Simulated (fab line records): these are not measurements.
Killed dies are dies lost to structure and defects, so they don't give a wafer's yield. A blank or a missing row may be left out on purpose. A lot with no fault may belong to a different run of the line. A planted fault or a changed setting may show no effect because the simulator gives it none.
Chamber matching -- flow gf180mcu -- 4 sister chambers for GF_V2_CMP_26 on cmp-01
The step polishes, stops on SiO2, t overpolish 15 s, target thk 0 nm. 8 wafers are shown with their chamber, then 8 later ones without.

== EACH WAFER AND ITS CHAMBER ==
wafer,chamber,motorCurrentA (A),timeToEndpointS (s)
L120.5,0,9.7,86
L120.6,1,11.7,84
L123.1,1,11.5,87
L123.4,3,11.5,86
L123.6,0,9.0,97
L132.4,3,10.7,93
L132.5,2,11.9,85
L136.2,2,11.8,87

== WAFERS MISSING THEIR CHAMBER ==
wafer,motorCurrentA (A),timeToEndpointS (s)
L136.3,11.6,87
L136.4,11.4,87
L137.4,9.8,87
L137.5,9.5,87
L137.6,10.8,84
L139.2,11.0,89
L139.3,9.5,91
L139.5,11.1,88

== EACH ONE'S CHAMBER ==
wafer,from the rows above,in truth
L136.3,can't be placed: 1 or 2 or 3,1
L136.4,can't be placed: 1 or 3 or 2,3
L137.4,can't be placed: 0 or 3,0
L137.5,0,0
L137.6,can't be placed: 3 or 1 or 2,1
L139.2,can't be placed: 3 or 1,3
L139.3,0,0
L139.5,can't be placed: 3 or 1 or 2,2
Placed correctly: 2 of 8. Not placeable from these rows: 6 (in 6, the candidates include the true chamber). Wrongly placed: 0.
How it was worked out, from the rows above alone: a wafer's distance from a chamber is the root of the sum, over the readings, of the square of ((its reading less the chamber's mean) divided by the reading's scatter). If the next closest chamber is less than 2 further off than the closest, the wafer can't be placed; otherwise it belongs to the closest. A chamber's mean is the mean of its shown wafers. How the scatter is found: for the shown wafers, subtract from each reading the mean of its chamber, square and add these, divide the total by (wafers less chambers), then take the root.
